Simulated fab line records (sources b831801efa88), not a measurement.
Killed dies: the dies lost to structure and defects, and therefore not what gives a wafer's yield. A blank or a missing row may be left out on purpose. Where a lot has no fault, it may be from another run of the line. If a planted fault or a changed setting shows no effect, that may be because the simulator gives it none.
Which tool is to blame?    flow sky130    6 lots with 18 wafers sampled at 3 steps, on a route of 708 steps

WHAT THE GAUGES READ, wafer by wafer
SKY_VT_ADJUST_HVTR_TW_MEAS_11.
lot   measured      on             VT_ADJUST_HVTR_TW
L613  day 9 18:02   film metro-02  210.6 210.2 210.6
L616  day 10 18:20  film metro-04  211.1 210.8 210.3
L618  day 11 00:08  film metro-01  211.1 212.5 211.4
L620  day 11 21:00  film metro-01  211.5 212.6 211.1
L627  day 14 15:07  film metro-02  199.9 201.5 202.2
L635  day 16 13:42  film metro-01  209.2 209.9 209.7

EACH LOT AND THE TOOL THAT RAN IT (in order: tool; ch and the chambers of the sampled wafers; start)
lot   SKY_NWELL_STRIP_25                    SKY_VT_ADJUST_HVTR_IMPLANT_09
L613  plasma asher-03 ch 0,1, day 5 13:28   implanter-01 ch 0, day 9 17:47
L616  plasma asher-02 ch 0,1, day 6 07:46   implanter-04 ch 0, day 10 18:05
L618  plasma asher-01 ch 0,1, day 6 15:34   implanter-04 ch 0, day 10 23:53
L620  plasma asher-03 ch 0,1, day 7 05:55   implanter-01 ch 0, day 11 20:46
L627  plasma asher-03 ch 0,1, day 9 12:58   implanter-01 ch 0, day 14 14:55
L635  plasma asher-01 ch 0,1, day 11 03:28  implanter-03 ch 0, day 16 13:28
- SKY_NWELL_STRIP_25: strips in O2/N2.
- SKY_VT_ADJUST_HVTR_IMPLANT_09

THE ANSWER, worked out from the rows above alone
Rule: the usual values come from the lots themselves. The widest of any qualifying gaps counts: lots, ordered by their means at a reading, are off when they make up no more than a third of the lots, leave a main group of 4 or more, and stand apart from it by 3 or more times the standard deviation of that group's means. If all means in a main group match to the digits the tables above print for the reading, that group is not used. A lot without any number at a reading at which 4 lots or more have one is off too. The other lots that the step has rows for count as sound.
Off: L627, seen at SKY_VT_ADJUST_HVTR_TW_MEAS_11 (VT_ADJUST_HVTR_TW). Mean 210.8 and standard deviation 0.8 in the main group.
A tool fits if, at a process step before that reading, it ran every lot that is off, and no sound lot after the first of them. The gauges at SKY_VT_ADJUST_HVTR_TW_MEAS_11 are tried like those tools. Can't be told from this: 3 tools fit, plasma asher-03 at SKY_NWELL_STRIP_25, implanter-01 at SKY_VT_ADJUST_HVTR_IMPLANT_09, film metro-02 at SKY_VT_ADJUST_HVTR_TW_MEAS_11.

WHAT THE SIMULATOR HAD INSERTED
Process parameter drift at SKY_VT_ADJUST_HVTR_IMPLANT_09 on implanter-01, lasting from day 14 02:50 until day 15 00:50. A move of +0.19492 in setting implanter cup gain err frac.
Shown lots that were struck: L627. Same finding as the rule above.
